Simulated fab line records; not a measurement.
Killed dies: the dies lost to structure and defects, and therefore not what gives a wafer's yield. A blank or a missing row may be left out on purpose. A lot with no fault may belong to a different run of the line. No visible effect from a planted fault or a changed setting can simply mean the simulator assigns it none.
Which tool was responsible? :: flow sky130 :: 18 wafers from 6 lots sampled at 3 of the route's 708 steps

WHAT THE GAUGES SHOWED, per wafer
SKY_SONOS_TUNNEL_TW_MEAS_12.
lot: L374
measured: day 11 21:59
on: film-metro-04
SONOS_TUNNEL_TW: 198.3 199.1 198.6

lot: L377
measured: day 13 04:07
on: film-metro-01
SONOS_TUNNEL_TW: 195.3 196.9 195.5

lot: L381
measured: day 14 08:18
on: film-metro-02
SONOS_TUNNEL_TW: 195.6 197.4 196.5

lot: L386
measured: day 15 18:19
on: film-metro-02
SONOS_TUNNEL_TW: 140.3 140.7 140.6 140.6 140.1 139.9

lot: L393
measured: day 18 09:49
on: film-metro-02
SONOS_TUNNEL_TW: 196.9 196.8 196.8

lot: L396
measured: day 19 04:18
on: film-metro-04
SONOS_TUNNEL_TW: 200.5 199.7 199.0

WHICH TOOL RAN EACH LOT (tool, then ch and the chambers of the sampled wafers, then the start)
lot: L374
SKY_NWELL_RTA_28: rtp-anneal-02 ch 0, day 5 14:11
SKY_SONOS_TUNNEL_IMPLANT_09: implanter-02 ch 0, day 11 21:36

lot: L377
SKY_NWELL_RTA_28: rtp-anneal-01 ch 0, day 6 11:46
SKY_SONOS_TUNNEL_IMPLANT_09: implanter-04 ch 0, day 13 03:43

lot: L381
SKY_NWELL_RTA_28: rtp-anneal-02 ch 0, day 7 09:52
SKY_SONOS_TUNNEL_IMPLANT_09: implanter-02 ch 0, day 14 07:50

lot: L386
SKY_NWELL_RTA_28: rtp-anneal-02 ch 0, day 8 14:17
SKY_SONOS_TUNNEL_IMPLANT_09: implanter-02 ch 0, day 15 17:56

lot: L393
SKY_NWELL_RTA_28: rtp-anneal-02 ch 0, day 10 13:21
SKY_SONOS_TUNNEL_IMPLANT_09: implanter-03 ch 0, day 18 09:25

lot: L396
SKY_NWELL_RTA_28: rtp-anneal-02 ch 0, day 11 05:26
SKY_SONOS_TUNNEL_IMPLANT_09: implanter-02 ch 0, day 19 03:53
- SKY_NWELL_RTA_28: time 30 s.
- SKY_SONOS_TUNNEL_IMPLANT_09

THE ANSWER, worked out from the rows above alone
Rule: what is usual is taken from the lots themselves. Put in order of their means at a reading, lots are off if they are a third of the lots or fewer, leave a main group of 4 or more, and stand apart from it by a gap of 3 or more times the standard deviation of the main group's means; of several such gaps the widest counts. If all means in a main group match to the digits the tables above print for the reading, that group is not used. A lot without any number at a reading at which 4 lots or more have one is off too. Where the step has rows for the other lots, those lots are counted as sound.
Off: L386, seen at SKY_SONOS_TUNNEL_TW_MEAS_12 (SONOS_TUNNEL_TW). For the main group the mean is 197.5 and the standard deviation 1.4.
A tool fits if, at a process step before that reading, it ran every lot that is off, and no sound lot after the first of them. Those tools and the gauges at SKY_SONOS_TUNNEL_TW_MEAS_12 are tried in the same way. Not one of the candidates tried fits.

WHAT THE SIMULATOR PUT IN
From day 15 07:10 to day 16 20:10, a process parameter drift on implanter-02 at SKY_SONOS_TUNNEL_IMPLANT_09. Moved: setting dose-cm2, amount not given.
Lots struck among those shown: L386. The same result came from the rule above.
